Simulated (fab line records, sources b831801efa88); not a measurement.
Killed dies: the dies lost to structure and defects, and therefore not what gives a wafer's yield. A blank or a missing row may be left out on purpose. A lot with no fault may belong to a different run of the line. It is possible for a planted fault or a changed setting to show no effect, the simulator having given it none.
Which tool is to blame? / flow gf180mcu / Sampling: 14 lots, 42 wafers, 4 of 602 route steps

WHAT EACH GAUGE READ, for each wafer
GF_M4_THK_MEAS_06: measures by xrf.
lot=L826; measured=day 22 15:41; on=film-metro-04; M4_ALCU_THK (nm)=445 446 450
lot=L827; measured=day 22 19:51; on=film-metro-03; M4_ALCU_THK (nm)=452 444 451
lot=L828; measured=day 23 12:47; on=film-metro-04; M4_ALCU_THK (nm)=446 448 448
lot=L829; measured=day 23 15:55; on=film-metro-01; M4_ALCU_THK (nm)=444 438 441
lot=L830; measured=day 24 00:52; on=film-metro-01; M4_ALCU_THK (nm)=439 447 438
lot=L831; measured=day 24 12:37; on=film-metro-04; M4_ALCU_THK (nm)=452 450 458
lot=L832; measured=day 24 19:59; on=film-metro-03; M4_ALCU_THK (nm)=448 446 452
lot=L834; measured=day 25 11:55; on=film-metro-01; M4_ALCU_THK (nm)=445
lot=L835; measured=day 25 18:24; on=film-metro-01; M4_ALCU_THK (nm)=442 446 442
lot=L846; measured=day 29 01:59; on=film-metro-03; M4_ALCU_THK (nm)=443 441 441
lot=L847; measured=day 29 08:25; on=film-metro-04; M4_ALCU_THK (nm)=445 444 444
lot=L848; measured=day 29 17:05; on=film-metro-04; M4_ALCU_THK (nm)=460 459 453
lot=L849; measured=day 29 21:21; on=film-metro-04; M4_ALCU_THK (nm)=442 451 451

WHICH TOOL RAN EACH LOT (tool, then ch and the chambers of the sampled wafers, then the start)
lot=L826; GF_V3_ETCH_17=rie-diel-04 ch 2,3, day 22 15:02 or earlier; GF_V3_CMP_26=cmp-02 ch 2,3, day 22 15:02; GF_M4_SPUTTER_00=pvd-sputter-03, day 22 15:20
lot=L827; GF_V3_ETCH_17=rie-diel-03 ch 0,3, day 22 19:12 or earlier; GF_V3_CMP_26=cmp-01 ch 0,3, day 22 19:12; GF_M4_SPUTTER_00=pvd-sputter-03, day 22 19:30
lot=L828; GF_V3_ETCH_17=rie-diel-01 ch 1,2,3, day 23 12:07 or earlier; GF_V3_CMP_26=cmp-02 ch 0,1, day 23 12:07; GF_M4_SPUTTER_00=pvd-sputter-02, day 23 12:25
lot=L829; GF_V3_ETCH_17=rie-diel-04 ch 1,2, day 23 15:16 or earlier; GF_V3_CMP_26=cmp-01 ch 2,3, day 23 15:16; GF_M4_SPUTTER_00=pvd-sputter-03, day 23 15:34
lot=L830; GF_V3_ETCH_17=rie-diel-01 ch 1,2,3, day 24 00:17 or earlier; GF_V3_CMP_26=cmp-02 ch 0,1, day 24 00:17; GF_M4_SPUTTER_00=pvd-sputter-02, day 24 00:32
lot=L831; GF_V3_ETCH_17=rie-diel-01 ch 0,1,3, day 24 12:01 or earlier; GF_V3_CMP_26=cmp-02 ch 0,1,2, day 24 12:01; GF_M4_SPUTTER_00=pvd-sputter-02, day 24 12:16
lot=L832; GF_V3_ETCH_17=rie-diel-04 ch 0,2,3, day 24 19:21 or earlier; GF_V3_CMP_26=cmp-01 ch 0,1,3, day 24 19:21; GF_M4_SPUTTER_00=pvd-sputter-03, day 24 19:39
lot=L834; GF_V3_ETCH_17=rie-diel-04 ch 1,2, day 25 11:15 or earlier; GF_V3_CMP_26=cmp-01 ch 0,1,3, day 25 11:15; GF_M4_SPUTTER_00=pvd-sputter-03, day 25 11:33
lot=L835; GF_V3_ETCH_17=rie-diel-04 ch 0,1, day 25 17:46 or earlier; GF_V3_CMP_26=cmp-02 ch 2,3, day 25 17:46; GF_M4_SPUTTER_00=pvd-sputter-02, day 25 18:04
lot=L837; GF_V3_ETCH_17=rie-diel-01 ch 2,3, day 26 09:32 or earlier; GF_V3_CMP_26=cmp-01 ch 1,3, day 26 09:32; GF_M4_SPUTTER_00=-
lot=L846; GF_V3_ETCH_17=rie-diel-04 ch 1,3, day 29 01:20 or earlier; GF_V3_CMP_26=cmp-02 ch 2,3, day 29 01:20; GF_M4_SPUTTER_00=pvd-sputter-03, day 29 01:38
lot=L847; GF_V3_ETCH_17=rie-diel-01 ch 1,2,3, day 29 07:50 or earlier; GF_V3_CMP_26=cmp-01 ch 2,3, day 29 07:50; GF_M4_SPUTTER_00=pvd-sputter-03, day 29 08:05
lot=L848; GF_V3_ETCH_17=rie-diel-03 ch 1,2,3, day 29 16:32 or earlier; GF_V3_CMP_26=cmp-01 ch 0,1,2, day 29 16:32; GF_M4_SPUTTER_00=pvd-sputter-02, day 29 16:44
lot=L849; GF_V3_ETCH_17=rie-diel-04 ch 1,2,3, day 29 20:44 or earlier; GF_V3_CMP_26=cmp-01 ch 0,3, day 29 20:44; GF_M4_SPUTTER_00=pvd-sputter-02, day 29 20:59
- GF_V3_ETCH_17: etches SiO2 in C4F8/O2/Ar, stops on TiN, target depth 635 nm.
- GF_V3_CMP_26: polishes, stops on SiO2, t overpolish 15 s, target thk 0 nm.
- GF_M4_SPUTTER_00: material Ti, target thk 37.5 nm, time 150 s.

AS READ BY THE TOOLS THEMSELVES (means over the sampled wafers that have a number; for cases with no such wafer, the mark the record gives instead)
GF_V3_ETCH_17.
lot=L826; tool=rie-diel-04; oes-product-au (a.u.)=0.866
lot=L827; tool=rie-diel-03; oes-product-au (a.u.)=0.864
lot=L828; tool=rie-diel-01; oes-product-au (a.u.)=0.859
lot=L829; tool=rie-diel-04; oes-product-au (a.u.)=0.869
lot=L830; tool=rie-diel-01; oes-product-au (a.u.)=0.868
lot=L831; tool=rie-diel-01; oes-product-au (a.u.)=0.869
lot=L832; tool=rie-diel-04; oes-product-au (a.u.)=0.862
lot=L834; tool=rie-diel-04; oes-product-au (a.u.)=0.868
lot=L835; tool=rie-diel-04; oes-product-au (a.u.)=0.870
lot=L837; tool=rie-diel-01; oes-product-au (a.u.)=0.861
lot=L846; tool=rie-diel-04; oes-product-au (a.u.)=0.868
lot=L847; tool=rie-diel-01; oes-product-au (a.u.)=0.863
lot=L848; tool=rie-diel-03; oes-product-au (a.u.)=0.866
lot=L849; tool=rie-diel-04; oes-product-au (a.u.)=0.859

GF_V3_CMP_26.
lot=L826; tool=cmp-02; motor-current-A (A)=11.4; overpolish-run-s (s)=14.996; time-to-endpoint-s (s)=82
lot=L827; tool=cmp-01; motor-current-A (A)=11.6; overpolish-run-s (s)=15.005; time-to-endpoint-s (s)=87
lot=L828; tool=cmp-02; motor-current-A (A)=11.4; overpolish-run-s (s)=15.003; time-to-endpoint-s (s)=85
lot=L829; tool=cmp-01; motor-current-A (A)=11.5; overpolish-run-s (s)=15.002; time-to-endpoint-s (s)=90
lot=L830; tool=cmp-02; motor-current-A (A)=10.9; overpolish-run-s (s)=15.015; time-to-endpoint-s (s)=87
lot=L831; tool=cmp-02; motor-current-A (A)=11.7; overpolish-run-s (s)=15.000; time-to-endpoint-s (s)=86
lot=L832; tool=cmp-01; motor-current-A (A)=10.7; overpolish-run-s (s)=14.997; time-to-endpoint-s (s)=90
lot=L834; tool=cmp-01; motor-current-A (A)=11.0; overpolish-run-s (s)=5.020; time-to-endpoint-s (s)=111
lot=L835; tool=cmp-02; motor-current-A (A)=11.5; overpolish-run-s (s)=15.004; time-to-endpoint-s (s)=86
lot=L837; tool=cmp-01; motor-current-A (A)=10.2; overpolish-run-s (s)=0.037; time-to-endpoint-s (s)=129
lot=L846; tool=cmp-02; motor-current-A (A)=11.4; overpolish-run-s (s)=15.001; time-to-endpoint-s (s)=84
lot=L847; tool=cmp-01; motor-current-A (A)=11.1; overpolish-run-s (s)=15.008; time-to-endpoint-s (s)=82
lot=L848; tool=cmp-01; motor-current-A (A)=10.9; overpolish-run-s (s)=15.004; time-to-endpoint-s (s)=86
lot=L849; tool=cmp-01; motor-current-A (A)=11.2; overpolish-run-s (s)=15.005; time-to-endpoint-s (s)=90

GF_M4_SPUTTER_00.
lot=L826; tool=pvd-sputter-03; throttle-valve-pct (%)=28.9
lot=L827; tool=pvd-sputter-03; throttle-valve-pct (%)=30.6
lot=L828; tool=pvd-sputter-02; throttle-valve-pct (%)=30.8
lot=L829; tool=pvd-sputter-03; throttle-valve-pct (%)=30.6
lot=L830; tool=pvd-sputter-02; throttle-valve-pct (%)=30.8
lot=L831; tool=pvd-sputter-02; throttle-valve-pct (%)=30.6
lot=L832; tool=pvd-sputter-03; throttle-valve-pct (%)=30.7
lot=L834; tool=pvd-sputter-03; throttle-valve-pct (%)=32.6
lot=L835; tool=pvd-sputter-02; throttle-valve-pct (%)=30.0
lot=L846; tool=pvd-sputter-03; throttle-valve-pct (%)=30.1
lot=L847; tool=pvd-sputter-03; throttle-valve-pct (%)=30.1
lot=L848; tool=pvd-sputter-02; throttle-valve-pct (%)=30.5
lot=L849; tool=pvd-sputter-02; throttle-valve-pct (%)=30.8

THE ANSWER, worked out from the rows above alone
Rule: the usual values come from the lots themselves. The widest of any qualifying gaps counts: lots, ordered by their means at a reading, are off when they make up no more than a third of the lots, leave a main group of 4 or more, and stand apart from it by 3 or more times the standard deviation of that group's means. A main group is skipped when, at the precision printed for the reading in the tables above, its means are all equal. Also off: a lot with no number at a reading for which 4 or more lots have one. All remaining lots with rows at the step are treated as sound. Order of review: gauges by route order, followed by the tools' own readings, for which a lot's mean as printed above is used. The first step at which some lot is off is used, and at that step the reading that is off furthest; a lot without a number counts as furthest.
Off: L834, L837 (GF_V3_CMP_26, overpolish-run-s). The main group has a mean of 15.003 s with a standard deviation of 0.0048.
If a tool, at that step or one of the process steps before it, ran each lot that is off and ran no sound lot following the first of them, it fits. With no start given for some of its lots, GF_V3_ETCH_17 uses the hours and lot order of GF_V3_CMP_26. None of those tried fits.

WHAT WAS PUT IN BY THE SIMULATOR
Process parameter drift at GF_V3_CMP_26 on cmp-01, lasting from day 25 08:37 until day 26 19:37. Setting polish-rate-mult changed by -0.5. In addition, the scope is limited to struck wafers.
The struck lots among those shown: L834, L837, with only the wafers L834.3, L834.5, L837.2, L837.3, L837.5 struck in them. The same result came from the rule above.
